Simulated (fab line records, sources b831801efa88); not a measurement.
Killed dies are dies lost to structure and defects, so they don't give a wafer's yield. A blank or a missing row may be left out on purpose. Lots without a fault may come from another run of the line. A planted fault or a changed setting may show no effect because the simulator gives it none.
fab line records | flow sky130
record lots=13 wafers=39 last_day=50
route steps=708 shown NWELL@78 PWDE@84 VT_ADJUST_HVTR@141 VT_ADJUST_PCH@152
lots that met no fault: from a run of the same line without faults
start_h: hours from the record's first day to the start of the lot's first wafer shown | wait_h: hours since the lot's step before | " the same as in the row above | L1.1+2: a row that stands for several wafers | - no value, or no start given | * or withheld: withheld | < > ~ a bound
route shown NAME@n: a module of which the file shows steps, and the number in the route of the first | usual: mean/standard deviation of fault-free wafers | same: alike in all rows | chamber/n: place in a boat | sites: the reading at each site | _std_site: their standard deviation | _edge_site: outer sites' mean less inner sites' | radius_mm: how far each site lies from the wafer's centre | mask NAME#n: copy n | behind: the tool/chamber that last shaped the wafer | hold: why the lot was held/for how many hours/how that ended | device: the transistor (n, p or np) that didn't switch | end of line: the same wafers' tests at the end of the route | a step without rows: its recipe alone | killed: dies lost to structure and defects at the first sort, not the wafer's yield | map: a wafer's dies, x killed, . not, _ none there
set.NAME: the setting as run; set.NAME@STEP: as run at that earlier step | model.NAME: the simulator's own value behind a step, which no gauge read
steps of the route over a sample of lots; a table a step, a row a wafer
services: from which hour (start_h, from the record's first day; less than 0 if before it) a tool's chamber was out of use, for how many hours, and why
## steps
# step SKY_NWELL_STRIP_25
# recipe chemistry=O2/N2 power_w=1400 pressure_mtorr=1500 platen_temp_c=withheld o2_flow_sccm=3000 n2_flow_sccm=300 overash_fraction=0.5
# usual drypump_motor_current_A=5.6/0.43 oes_product_au=0.722/0.0047 strip_time_to_endpoint_s=36.94/0.1
# columns lot.wafer tool chamber start_h wait_h drypump_motor_current_A oes_product_au rf_hours_counter_h strip_time_to_endpoint_s
L988.1 plasma_asher-03 0 106.42 0.1 6.1 0.729 37 36.94
L988.5 " 1 " " 5.0 0.725 - 36.91
L988.6 " 0 " " 6.1 0.723 - 36.97
L989.2 plasma_asher-04 0 108.77 0.1 5.4 0.719 43 36.99
L989.3 " 0 " " 5.4 0.728 - 36.92
L989.4 " 1 " " 5.3 0.726 - 36.93
L990.3 plasma_asher-01 1 118.21 0.1 5.7 0.717 - 37.08
L990.4 " 0 " " 5.9 0.736 - 37.03
L990.6 " 1 " " 5.7 0.724 - 37.04
L993.1 plasma_asher-01 0 130.48 0.1 5.9 0.718 48 36.97
L993.3 " 0 " " 5.9 0.724 - 37.01
L993.5 " 1 " " 5.7 0.725 - 36.94
L995.1 plasma_asher-03 0 147.28 0.1 6.1 0.719 3 36.68
L995.2 " 1 " " 5.0 0.727 3 36.79
L995.4 " 1 " " 5.0 0.723 - 36.68
L101.2 plasma_asher-03 1 182.23 0.1 5.0 0.719 7 36.83
L101.5 " 1 " " 5.0 0.724 - 36.82
L101.6 " 0 " " 6.1 0.719 - 36.82
L102.4 plasma_asher-04 0 187.08 0.1 5.4 0.718 - 36.94
L102.5 " 1 " " 5.3 0.715 - 37.06
L102.6 " 0 " " 5.5 0.727 - 36.93
L104.3 plasma_asher-04 1 203.53 0.1 5.3 0.718 - 36.86
L104.4 " 0 " " 5.4 0.717 - 36.71
L104.5 " 1 " " 5.3 0.728 - 36.76
L105.2 plasma_asher-04 0 209.31 0.1 5.4 0.723 54 36.99
L105.3 " 0 " " 5.4 0.727 - 36.87
L105.5 " 0 " " 5.5 0.728 - 36.99
L107.2 plasma_asher-03 0 220.31 0.1 6.1 0.727 11 36.86
L107.4 " 1 " " 5.0 0.721 - 36.81
L107.6 " 0 " " 6.1 0.722 - 36.94
L108.2 plasma_asher-01 1 225.03 0.1 5.7 0.723 57 37.07
L108.3 " 0 " " 5.9 0.717 - 37.02
L108.5 " 1 " " 5.7 0.720 - 37.01
L109.1 plasma_asher-03 0 227.68 0.1 6.1 0.714 12 36.97
L109.3 " 1 " " 5.0 0.724 - 36.98
L109.4 " 0 " " 6.1 0.730 - 37.02
L110.1 plasma_asher-03 1 234.76 0.1 5.0 0.722 13 37.04
L110.3 " 1 " " 5.0 0.722 - 37.00
L110.5 " 0 " " 6.1 0.729 - 36.88
# step SKY_NWELL_RTA_28
# recipe temp_c=1050 time_s=30 idle_temp_c=650 ramp_up_c_per_s=150 ramp_down_c_per_s=90 ambient=N2
# usual lamp_power_pct=25.31/0.051 ramp_down_c_per_s=90.000/0.016 wafer_temp_C_max=1054.8/1.1
# columns lot.wafer tool chamber start_h wait_h lamp_power_pct ramp_down_c_per_s wafer_temp_C_max
L988.1 rtp_anneal-02 0 106.63 0.0 25.32 89.989 1053.0
L988.5 " 0 " " 25.34 90.003 1055.1
L988.6 " 0 " " 25.31 90.003 1056.0
L989.2 rtp_anneal-01 0 108.99 0.0 25.29 89.996 1055.0
L989.3 " 0 " " 25.33 90.007 1054.9
L989.4 " 0 " " 25.26 89.997 1054.5
L990.3 rtp_anneal-01 0 118.42 0.0 25.33 90.025 1055.0
L990.4 " 0 " " 25.33 90.002 1053.8
L990.6 " 0 " " 25.35 90.001 1053.3
L993.1 rtp_anneal-02 0 130.69 0.0 25.30 90.016 1054.9
L993.3 " 0 " " 25.28 89.972 1057.8
L993.5 " 0 " " 25.30 90.000 1053.7
L995.1 rtp_anneal-02 0 147.49 0.0 25.15 90.038 1053.0
L995.2 " 0 " " 25.29 89.974 1056.1
L995.4 " 0 " " 25.31 90.034 1054.7
L101.2 rtp_anneal-01 0 182.45 0.0 25.27 89.975 1055.0
L101.5 " 0 " " 25.33 90.006 1055.6
L101.6 " 0 " " 25.36 89.997 1054.4
L102.4 rtp_anneal-02 0 187.30 0.1 25.25 90.022 1053.1
L102.5 " 0 " " 25.39 89.998 1053.5
L102.6 " 0 " " 25.30 89.989 1053.6
L104.3 rtp_anneal-02 0 203.74 0.0 25.22 90.018 1056.1
L104.4 " 0 " " 25.32 89.974 1053.9
L104.5 " 0 " " 25.34 90.010 1054.3
L105.2 rtp_anneal-01 0 209.55 0.0 25.32 90.013 1054.5
L105.3 " 0 " " 25.37 90.009 1054.5
L105.5 " 0 " " 25.28 90.014 1055.6
L107.2 rtp_anneal-01 0 220.54 0.0 25.28 90.008 1052.6
L107.4 " 0 " " 25.27 90.006 1054.0
L107.6 " 0 " " 25.38 90.010 1054.8
L108.2 rtp_anneal-01 0 225.26 0.0 25.32 90.013 1054.6
L108.3 " 0 " " 25.44 89.961 1055.5
L108.5 " 0 " " 25.24 90.011 1055.4
L109.1 rtp_anneal-02 0 227.89 0.0 25.24 89.992 1054.7
L109.3 " 0 " " 25.18 90.044 1057.3
L109.4 " 0 " " 25.24 90.014 1055.0
L110.1 rtp_anneal-01 0 234.97 0.0 25.32 89.997 1053.8
L110.3 " 0 " " 25.26 89.990 1053.5
L110.5 " 0 " " 25.36 89.976 1055.0
# step SKY_NWELL_RS_MEAS_31
# recipe thk_meas_gauge=four-point-probe
# usual PWDE_RS=5279/15
# columns lot.wafer tool chamber start_h wait_h PWDE_RS[ohm/sq]
L988.1 film_metro-04 - 106.97 0.1 5292
L988.5 " - " " 5309
L988.6 " - " " 5272
L989.2 film_metro-01 - 109.34 0.1 5285
L989.3 " - " " 5268
L989.4 " - " " 5299
L990.3 film_metro-04 - 118.77 0.1 5283
L990.4 " - " " 5278
L990.6 " - " " 5282
L993.1 film_metro-03 - 131.03 0.1 5252
L993.3 " - " " 5261
L993.5 " - " " 5240
L995.1 film_metro-04 - 147.83 0.1 5267
L995.2 " - " " 5303
L995.4 " - " " 5287
L101.2 film_metro-04 - 182.80 0.1 5271
L101.5 " - " " 5278
L101.6 " - " " 5275
L102.4 film_metro-03 - 187.65 0.1 5241
L102.5 " - " " 5250
L102.6 " - " " 5272
L104.3 film_metro-03 - 204.08 0.1 5270
L104.4 " - " " 5245
L104.5 " - " " 5251
L105.2 film_metro-01 - 209.89 0.1 5308
L105.3 " - " " 5319
L105.5 " - " " 5287
L107.2 film_metro-03 - 220.88 0.1 5290
L107.4 " - " " 5261
L107.6 " - " " 5298
L108.2 film_metro-04 - 225.60 0.1 5304
L108.3 " - " " 5295
L108.5 " - " " 5275
L109.1 film_metro-03 - 228.33 0.1 5284
L109.3 " - " " 5277
L109.4 " - " " 5275
L110.1 film_metro-01 - 235.36 0.1 5298
L110.3 " - " " 5281
L110.5 " - " " 5277
# step SKY_VT_ADJUST_HVTR_STRIP_10
# recipe chemistry=O2/N2 power_w=1400 pressure_mtorr=1500 platen_temp_c=withheld o2_flow_sccm=3000 n2_flow_sccm=300 overash_fraction=0.5
# usual drypump_motor_current_A=5.6/0.41 oes_product_au=0.717/0.0045 strip_time_to_endpoint_s=14.16/0.04
# columns lot.wafer tool chamber start_h wait_h drypump_motor_current_A oes_product_au rf_hours_counter_h strip_time_to_endpoint_s
L988.1 plasma_asher-03 1 206.80 0.1 5.0 0.713 9 14.09
L988.5 " 1 " " 5.0 0.718 - 14.12
L988.6 " 0 " " 6.2 0.704 - 14.14
L989.2 plasma_asher-03 1 209.08 0.1 5.0 0.715 10 14.13
L989.3 " 0 " " 6.1 0.713 - 14.11
L989.4 " 1 " " 4.9 0.717 - 14.12
L990.3 plasma_asher-01 0 220.53 0.1 5.9 0.717 - 14.17
L990.4 " 1 " " 5.7 0.719 - 14.16
L990.6 " 1 " " 5.7 0.719 - 14.19
L993.1 plasma_asher-03 1 235.25 0.1 5.0 0.716 13 14.19
L993.3 " 1 " " 5.0 0.717 - 14.10
L993.5 " 0 " " 6.1 0.715 - 14.12
L995.1 plasma_asher-01 0 256.51 0.1 5.8 0.955 60 -
L995.2 " 1 " " 5.7 0.956 60 -
L995.4 " 1 " " 5.7 0.955 - -
L101.2 plasma_asher-04 1 296.68 0.1 5.3 0.718 64 14.18
L101.5 " 0 " " 5.4 0.720 - 14.22
L101.6 " 1 " " 5.3 0.715 - 14.21
L102.4 plasma_asher-04 0 301.72 0.1 5.4 0.719 - 14.16
L102.5 " 1 " " 5.3 0.719 - 14.18
L102.6 " 0 " " 5.4 0.723 - 14.16
L104.3 plasma_asher-03 1 322.73 0.1 4.9 0.704 - 14.15
L104.4 " 0 " " 6.1 0.715 - 14.15
L104.5 " 0 " " 6.1 0.720 - 14.18
L105.2 plasma_asher-04 1 331.10 0.1 5.3 0.720 67 14.24
L105.3 " 0 " " 5.4 0.719 - 14.18
L105.5 " 0 " " 5.4 0.722 - 14.19
L107.2 plasma_asher-01 0 343.43 0.1 5.9 0.724 68 14.20
L107.4 " 1 " " 5.7 0.722 - 14.19
L107.6 " 0 " " 5.9 0.715 - 14.23
L108.2 plasma_asher-04 1 349.03 0.1 5.3 0.715 69 14.14
L108.3 " 0 " " 5.4 0.710 - 14.17
L108.5 " 1 " " 5.3 0.724 - 14.11
L109.1 plasma_asher-01 0 352.13 0.1 5.9 0.713 69 14.14
L109.3 " 1 " " 5.7 0.716 - 14.09
L109.4 " 0 " " 5.9 0.719 - 14.13
L110.1 plasma_asher-01 0 360.51 0.1 5.9 0.719 70 14.13
L110.3 " 1 " " 5.7 0.717 - 14.14
L110.5 " 0 " " 5.8 0.716 - 14.17
# step SKY_VT_ADJUST_PCH_STRIP_09
# recipe chemistry=O2/N2 power_w=1400 pressure_mtorr=1500 platen_temp_c=withheld o2_flow_sccm=3000 n2_flow_sccm=300 overash_fraction=0.5
# usual drypump_motor_current_A=5.3/0.47 oes_product_au=0.723/0.0041 strip_time_to_endpoint_s=36.94/0.088
# columns lot.wafer tool chamber start_h wait_h drypump_motor_current_A oes_product_au rf_hours_counter_h strip_time_to_endpoint_s
L988.1 plasma_asher-04 1 228.68 0.1 5.3 0.725 57 36.79
L988.5 " 0 " " 5.5 0.731 - 36.84
L988.6 " 1 " " 5.3 0.726 - 36.92
L989.2 plasma_asher-04 1 231.04 0.1 5.3 0.720 57 36.89
L989.3 " 1 " " 5.3 0.720 - 36.88
L989.4 " 0 " " 5.4 0.726 - 36.82
L990.3 plasma_asher-02 1 242.06 0.1 4.8 0.718 - 36.90
L990.4 " 0 " " 4.8 0.722 - 36.94
L990.6 " 1 " " 4.8 0.731 - 36.94
L993.1 plasma_asher-03 1 258.93 0.1 5.0 0.715 15 37.01
L993.3 " 0 " " 6.2 0.728 - 36.91
L993.5 " 0 " " 6.2 0.722 - 36.88
L995.1 plasma_asher-03 0 280.47 0.1 6.1 0.725 18 37.90
L995.2 " 1 " " 5.0 0.719 18 37.89
L995.4 " 0 " " 6.1 0.723 - 37.93
L101.2 plasma_asher-04 0 322.28 0.1 5.4 0.727 66 36.85
L101.5 " 1 " " 5.3 0.723 - 36.84
L101.6 " 0 " " 5.4 0.720 - 36.85
L102.4 plasma_asher-02 1 328.11 0.1 4.8 0.721 - 36.92
L102.5 " 1 " " 4.8 0.724 - 36.87
L102.6 " 0 " " 4.8 0.724 - 36.91
L104.3 plasma_asher-03 1 349.81 0.1 4.9 0.726 - 36.96
L104.4 " 0 " " 6.1 0.727 - 36.94
L104.5 " 0 " " 6.1 0.726 - 37.08
L105.2 plasma_asher-04 1 358.02 0.1 5.3 0.714 70 37.03
L105.3 " 0 " " 5.5 0.720 - 37.03
L105.5 " 1 " " 5.3 0.727 - 37.02
L107.2 plasma_asher-02 0 371.72 0.1 4.8 0.731 51 36.94
L107.4 " 0 " " 4.8 0.722 - 36.91
L107.6 " 0 " " 4.8 0.719 - 36.84
L108.2 plasma_asher-03 1 376.07 0.1 4.9 0.724 28 36.96
L108.3 " 1 " " 4.9 0.718 - 37.11
L108.5 " 0 " " 6.1 0.721 - 37.02
L109.1 plasma_asher-04 0 379.79 0.1 5.5 0.722 72 37.05
L109.3 " 1 " " 5.3 0.727 - 37.11
L109.4 " 0 " " 5.5 0.725 - 37.01
L110.1 plasma_asher-04 1 389.52 0.1 5.3 0.715 74 36.82
L110.3 " 1 " " 5.3 0.723 - 36.72
L110.5 " 1 " " 5.3 0.727 - 36.76
# step SKY_VT_ADJUST_PCH_TW_MEAS_10
# usual VT_ADJUST_PCH_TW=143.3/1.3
# columns lot.wafer tool chamber start_h wait_h VT_ADJUST_PCH_TW
L988.1 film_metro-04 - 228.78 0.1 143.0
L988.5 " - " " 142.9
L988.6 " - " " 142.9
L989.2 film_metro-04 - 231.15 0.1 143.0
L989.3 " - " " 143.1
L989.4 " - " " 142.7
L990.3 film_metro-02 - 242.15 0.1 142.7
L990.4 " - " " 143.5
L990.6 " - " " 143.8
L993.1 film_metro-03 - 259.03 0.1 145.1
L993.3 " - " " 145.1
L993.5 " - " " 145.4
L995.1 film_metro-02 - 280.57 0.1 115.4
L995.2 " - " " 115.3
L995.4 " - " " 115.6
L101.2 film_metro-04 - 322.39 0.1 142.7
L101.5 " - " " 141.9
L101.6 " - " " 142.4
L102.4 film_metro-04 - 328.21 0.1 142.8
L102.5 " - " " 142.9
L102.6 " - " " 143.3
L104.3 film_metro-02 - 349.90 0.1 143.7
L104.4 " - " " 142.8
L104.5 " - " " 143.8
L105.2 film_metro-03 - 358.13 0.1 145.0
L105.3 " - " " 144.1
L105.5 " - " " 145.1
L107.2 film_metro-02 - 371.83 0.1 143.5
L107.4 " - " " 143.0
L107.6 " - " " 143.2
L108.2 film_metro-02 - 376.18 0.1 144.0
L108.3 " - " " 142.9
L108.5 " - " " 143.9
L109.1 film_metro-04 - 379.89 0.1 141.9
L109.3 " - " " 141.6
L109.4 " - " " 140.9
L110.1 film_metro-03 - 389.62 0.1 144.6
L110.3 " - " " 144.6
L110.5 " - " " 144.9
## services
# columns tool chamber start_h hours kind
plasma_asher-04 - 85.72 2.8 pm
plasma_asher-03 - 108.75 9.0 pm
plasma_asher-03 0 108.75 9.0 vent_cycle
plasma_asher-03 1 108.75 9.0 vent_cycle
plasma_asher-02 - 109.82 14.6 pm
plasma_asher-03 0 117.75 - clean
plasma_asher-03 1 117.75 - clean
plasma_asher-04 - 120.33 2.6 repair
plasma_asher-04 - 138.46 0.5 repair
plasma_asher-04 - 152.22 0.4 repair
plasma_asher-01 - 172.65 14.6 pm
plasma_asher-02 - 206.37 21.0 repair
plasma_asher-03 - 212.21 0.8 repair
plasma_asher-01 - 225.24 1.5 repair
plasma_asher-02 - 227.35 12.8 pm
plasma_asher-02 - 260.84 16.8 repair
plasma_asher-04 - 276.32 5.2 repair
plasma_asher-01 - 314.20 3.8 repair
rtp_anneal-01 - 332.82 8.0 pm
plasma_asher-01 - 362.75 33.5 repair
## key
first_sign step=SKY_VT_ADJUST_HVTR_STRIP_10 reading=oes_product_au direction=up sigmas=53 usual=0.717 struck=0.955
effect step=SKY_VT_ADJUST_PCH_STRIP_09 reading=strip_time_to_endpoint_s direction=up sigmas=11 usual=* struck=*
effect step=SKY_VT_ADJUST_PCH_TW_MEAS_10 reading=VT_ADJUST_PCH_TW direction=down sigmas=21 usual=143.3 struck=115.4
met_at SKY_VT_ADJUST_HVTR_STRIP_10
struck_lots L995
sort_left_out L995.1,L995.2,L995.4
tester_left_out L995
not_acting_at SKY_NWELL_STRIP_25,SKY_NWELL_RTA_28,SKY_NWELL_RS_MEAS_31
onset_between 220.53 256.51
fault kind=strip_aborted tool=plasma_asher-01 chamber=- onset_h=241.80 steps=SKY_VT_ADJUST_HVTR_STRIP_10 offset=0.37613 end_h=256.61
# tester_left_out: of these lots the tester's yield and bins aren't shown, on N5 and GAA mostly nor the transistor test; their killed dies are dies lost to structure and defects alone, not to doping, threshold or leakage, so they don't give the yield
# sort_left_out: the simulated sort isn't trusted on such a fault, so these wafers' sort isn't shown, and their yield isn't known
